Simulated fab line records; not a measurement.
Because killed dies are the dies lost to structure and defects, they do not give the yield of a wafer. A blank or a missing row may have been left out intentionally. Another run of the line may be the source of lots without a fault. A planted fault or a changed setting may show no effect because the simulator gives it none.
Struck lot and sound lot, side by side	flow sky130	21 out of 708 route steps
Sound: wafers L672.1, L672.4, L672.6. Wafers L681.2, L681.3, L681.5 were the ones struck. The cause is named last.
At each step with rows: each side's tool, then ch and its chambers, then its first start. Under that, the readings that differ: sound wafers	struck wafers	difference of the means	sigmas: that difference in standard deviations of wafers without a fault.
alike: readings whose means differ by less than 2 such deviations, and words and numbers that are the same on both sides. not compared: withheld readings, readings that some wafer has no value for, bounds like >300 that may hide the same value, and numbers for which the record gives no deviation and whose values overlap.
Wherever a step has rows on one side only, a row that says differs or no value, or a row with sigmas, the two part there. Numbers that have no deviation but don't overlap get no sigmas and don't part them. A reading that every wafer of one side lacks parts them only if that side has two wafers or more.

SKY_SONOS_ONO_OVL_MEAS_14:
  sound on overlay-02, day 13 04:40; struck on overlay-02, day 15 18:25
  alike: SONOS_ONO_OVL
SKY_SONOS_ONO_ETCH_15: etches the open film in CHF3/O2, target depth 19.52 nm, time 7.8 s.
  sound on rie-diel-02 ch 1,2,3, day 13 04:42; struck on rie-diel-02 ch 0,1,3, day 15 18:26
  alike: chamber-pressure-mTorr, drypump-motor-current-A, oes-product-au, rf-fwd-power-W, throttle-valve-pct
  not compared: rf-hours-counter-h
then, 1 step without rows for these wafers: SKY_SONOS_ONO_WET_ETCH_16 (etches SiO2 in dHF, target depth 14 nm, time 280 s).
SKY_SONOS_ONO_STRIP_17: strips in O2/N2.
  sound on plasma-asher-02 ch 0, day 13 04:49; struck on plasma-asher-01 ch 0, day 15 18:33
reading	sound	struck	difference	sigmas
oes-product-au (a.u.)	0.698 0.713 0.709	0.713 0.719 0.720	+0.011	+2
strip-time-to-endpoint-s (s)	14.05 14.02 14.02	14.13 14.10 14.13	+0.09	+2
  alike: chamber-pressure-mTorr, drypump-motor-current-A
  not compared: rf-hours-counter-h
then, 3 steps without rows for these wafers: SKY_SONOS_ONO_WET_ETCH_18 (etches Si3N4 in H3PO4, target depth 15 nm, time 172 s); SKY_GATE_OXIDE_CLEAN_00 (cleans in SC1/SC2, time 150 s); SKY_GATE_OXIDE_OXIDATION_01 (stabilise 600 s, purge 300 s, target thk 10.268 nm).
SKY_GATE_OXIDE_THK_MEAS_02:
  sound on film-metro-01, day 13 06:32; struck on film-metro-03, day 15 20:23
  alike: GATE_OXIDE_OXIDATION_00_THK
then, 4 steps without rows for these wafers: SKY_GATE_OXIDE_DEHYDRATE_03 (time 60 s); SKY_GATE_OXIDE_HMDS_04 (prime time 60 s); SKY_GATE_OXIDE_COAT_05 (resist thk 1140 nm); SKY_GATE_OXIDE_SOFTBAKE_06 (time 60 s).
SKY_GATE_OXIDE_EXPOSE_07: exposes mask LVOM, target cd 600 nm.
  sound on iline-stepper-01 ch 0, day 13 19:06; struck on iline-stepper-02 ch 0, day 16 10:17
reading	sound	struck	difference	sigmas
mask	LVOM#0 LVOM#0 LVOM#0	TUNM#0 TUNM#0 TUNM#0	differs	
then, 2 steps without rows for these wafers: SKY_GATE_OXIDE_PEB_08; SKY_GATE_OXIDE_DEVELOP_09 (develop time 60 s).
SKY_GATE_OXIDE_OVL_MEAS_10:
  sound on overlay-02, day 14 07:20; struck on overlay-02, day 16 23:57
reading	sound	struck	difference	sigmas
GATE_OXIDE_OVL (nm)	0.9 -0.2 -0.3	- - -	no value on the struck wafers	
then, 2 steps without rows for these wafers: SKY_GATE_OXIDE_IMPLANT_11; SKY_GATE_OXIDE_WET_ETCH_12 (etches SiO2 in dHF, target depth 16.8 nm, time 336 s).
SKY_GATE_OXIDE_STRIP_13: strips in O2/N2.
  sound on plasma-asher-01 ch 0,1, day 14 07:37; struck on plasma-asher-04 ch 0,1, day 17 00:14
  alike: chamber-pressure-mTorr, drypump-motor-current-A, oes-product-au, strip-time-to-endpoint-s
  not compared: rf-hours-counter-h
SKY_GATE_OXIDE_TW_MEAS_14:
  sound on film-metro-03, day 14 07:43; struck on film-metro-02, day 17 00:34
reading	sound	struck	difference	sigmas
GATE_OXIDE_TW	226.2 226.1 225.3	30.3 30.3 30.3	-195.6	-99 or more
  not compared: hold
SKY_PAD_OPEN_PROBE_99:
  rows exist in the record for the sound wafers here (prober-01, day 46 04:01), none for the struck ones

WHERE THEY PART
First at SKY_SONOS_ONO_STRIP_17; last, within this record, at SKY_PAD_OPEN_PROBE_99.

WHY: the cause the simulator had injected
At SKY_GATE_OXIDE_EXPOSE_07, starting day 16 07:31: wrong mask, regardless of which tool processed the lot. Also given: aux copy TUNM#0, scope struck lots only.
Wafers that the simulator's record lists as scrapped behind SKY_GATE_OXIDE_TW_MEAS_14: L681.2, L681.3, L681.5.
